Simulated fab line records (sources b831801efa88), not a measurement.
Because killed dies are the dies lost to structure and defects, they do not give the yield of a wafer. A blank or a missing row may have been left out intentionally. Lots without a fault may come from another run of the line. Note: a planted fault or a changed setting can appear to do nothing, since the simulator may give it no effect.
A struck lot beside a sound one / flow sky130 / 15 steps out of a route of 708
Sound: wafers L539.1, L539.3, L539.5. Wafers struck: L553.2, L553.3, L553.4. The cause is given at the end.
Each step with rows lists, per side, the tool, then ch with its chambers, then its first start. Under that, the readings that differ: sound wafers / struck wafers / difference of the means / sigmas: that difference in standard deviations of wafers without a fault.
alike: same words and numbers on both sides, and readings whose means sit less than 2 such deviations apart. not compared: any withheld reading, any reading some wafer has no value for, any bound like >300 that may hide the same value, and any number with overlapping values for which the record gives no deviation.
Wherever a step has rows on one side only, a row that says differs or no value, or a row with sigmas, the two part there. When numbers do not overlap yet have no deviation, they are printed without sigmas and do not part them. A reading missing from all wafers of one side parts the sides only when that side holds two or more wafers.

first, 3 steps without rows for these wafers: SKY_VT_ADJUST_HVTP_EXPOSE_04 (exposes mask HVTPM, target cd 380 nm); SKY_VT_ADJUST_HVTP_PEB_05; SKY_VT_ADJUST_HVTP_DEVELOP_06 (develop time 60 s).
SKY_VT_ADJUST_HVTP_CD_MEAS_07: the cd target is 380 nm.
  struck on cd-sem-02, day 11 08:37; sound on cd-sem-02, day 6 23:13
  alike: cd-nm
SKY_VT_ADJUST_HVTP_OVL_MEAS_08:
  struck on overlay-02, day 11 08:43; sound on overlay-01, day 6 23:20
  alike: VT_ADJUST_HVTP_OVL
next, for these wafers, 1 step has no rows: SKY_VT_ADJUST_HVTP_IMPLANT_09.
SKY_VT_ADJUST_HVTP_STRIP_10: strips in O2/N2.
  sound on plasma-asher-03 ch 1, day 6 23:31; struck on plasma-asher-03 ch 0,1, day 11 08:54
  alike: drypump-motor-current-A, o2-flow-sccm, oes-product-au, strip-time-to-endpoint-s
  not compared: rf-hours-counter-h
SKY_VT_ADJUST_HVTP_TW_MEAS_11:
  struck on film-metro-03, day 11 09:01; sound on film-metro-03, day 6 23:37
  alike: VT_ADJUST_HVTP_TW
then, 4 steps without rows for these wafers: SKY_VT_ADJUST_LVTN_DEHYDRATE_00 (time 60 s); SKY_VT_ADJUST_LVTN_HMDS_01 (prime time 60 s); SKY_VT_ADJUST_LVTN_COAT_02 (resist thk 3000 nm); SKY_VT_ADJUST_LVTN_SOFTBAKE_03.
SKY_VT_ADJUST_LVTN_EXPOSE_04: exposes mask NWM COMPLEMENT LESS NATIVE, target cd 840 nm.
  sound on iline-stepper-01 ch 0, day 7 09:11; struck on iline-stepper-01 ch 0, day 11 19:52
reading=model.VT_ADJUST_LVTN.overlay-x-nm (nm); sound=0.4731 0.4731 0.4731; struck=0.7918 0.7918 0.7918; difference=+0.3187; sigmas=
  alike: mask
next, for these wafers, 1 step has no rows: SKY_VT_ADJUST_LVTN_PEB_05.
-- a jump in the record: the struck wafers' starts before and after are 38 days apart (it breaks off in module VT_ADJUST_LVTN and resumes in module PAD_OPEN, where the first step shown is number 708 of the route) --
SKY_PAD_OPEN_PROBE_99:
  struck on prober-01, day 50 03:37; sound on prober-01, day 47 03:45
  alike: killed_at_M0_to_M3, killed_at_M4_up, killed-at-contacts, killed-at-front-end, killed-at-other, killed-dies, killed-open, killed-short

WHERE THEY PART
Nowhere in this record.

WHY: the cause the simulator had injected
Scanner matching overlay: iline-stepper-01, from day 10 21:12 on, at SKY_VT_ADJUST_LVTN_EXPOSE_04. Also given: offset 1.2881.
